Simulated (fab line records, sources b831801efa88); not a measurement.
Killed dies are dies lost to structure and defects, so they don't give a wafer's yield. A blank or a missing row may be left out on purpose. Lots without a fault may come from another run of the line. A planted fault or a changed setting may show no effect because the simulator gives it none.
One fault seen from 2 desks | flow gf180mcu | each desk has only its own numbers; what lay behind them comes last

THE TOOL OWNER'S DESK: litho_track-04
The tool's own readings at GF_MVPSD_COAT_02 (resist thk 3000 nm): means of the sampled wafers that have a number, for each lot that ran on this tool. A lot is out of limits, marked OUT, if its mean lies more than 4 standard deviations from the usual mean; the brackets give that distance.
Columns: A = exhaust_pa at GF_MVPSD_COAT_02, usual 45.1 Pa
lot  | first seen here | A
L797 | day 4 22:00     | 45.7
L799 | day 5 18:15     | 44.2
L801 | day 5 23:32     | 45.9
L802 | day 6 04:14     | 45.4
L807 | day 7 10:19     | 45.8
L809 | day 7 22:45     | 45.0
This desk's finding: nothing out of limits on any of the 6 lots.

THE METROLOGY DESK
What the gauges read, lot by lot, whatever tool the lot ran on: means of the sampled wafers that have a number. A lot is out of limits, marked OUT, if its mean lies more than 4 standard deviations from the usual mean; the brackets give that distance.
Columns: A = VT_IMPLANT_TW at GF_VT_IMPLANT_TW_MEAS_10, usual 568; B = VT_IMPLANT_2_TW at GF_VT_IMPLANT_TW_MEAS_21, usual 1222; C = VT_IMPLANT_3_TW at GF_VT_IMPLANT_TW_MEAS_32, usual 271.0; D = HV_LDD_CVD_54_THK at GF_HV_LDD_THK_MEAS_55, usual 9.97 nm; E = CONTACT_OVL at GF_CONTACT_OVL_MEAS_15, usual -3 nm
lot  | first seen here | A             | B    | C                       | D     | E
L797 | day 5 19:26     | 564           | 1225 | 269.7                   | 9.96  | 0
L798 | day 6 08:28     | 568           | 1218 | 270.3                   | 9.96  | 3
L799 | day 6 16:41     | 569           | 1218 | 267.9                   | 9.84  | -2
L801 | day 6 22:33     | 567           | 1225 | 270.2                   | 10.00 | -1
L802 | day 7 03:30     | 569           | 1226 | 268.2                   | 9.97  | -8
L803 | day 7 12:23     | 569           | 1220 | 269.4                   | 9.91  | -10
L807 | day 8 11:31     | 638 (+20) OUT | 1246 | 429.1 (+79) OUT         | 10.06 | -12
L809 | day 9 00:32     | 712 (+42) OUT | 1248 | 578.0 (+99 or more) OUT | 10.23 | -3
L813 | day 10 01:08    | 565           | 1234 | 273.0                   | 9.94  | 4
L814 | day 10 06:00    | 571           | 1213 | 269.8                   | 10.01 | -6
L815 | day 10 16:08    | 566           | 1220 | 272.5                   | 10.03 | -10
L817 | day 10 22:19    | 575           | 1236 | 273.8                   | 10.17 | -9
This desk's finding: out of limits on L807, L809; first on L807, day 8 11:31 (VT_IMPLANT_TW at GF_VT_IMPLANT_TW_MEAS_10). In limits: L797, L798, L799, L801, L802, L803, L813, L814, L815, L817.

PUT TOGETHER
The metrology desk could have raised an alarm at day 8 11:31, on L807, L809.
The tool owner's desk saw nothing out of limits.
The tool owner's desk has L807, L809 on record, within its limits.
Of the lots named, all ran GF_MVPSD_COAT_02 on litho_track-04.

WHAT THE SIMULATOR HAD PUT IN
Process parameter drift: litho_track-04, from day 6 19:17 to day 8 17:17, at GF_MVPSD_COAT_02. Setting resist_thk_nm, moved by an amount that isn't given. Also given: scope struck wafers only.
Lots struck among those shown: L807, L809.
Hours from the fault's start to each desk's first reading out of limits: the metrology desk, 40.
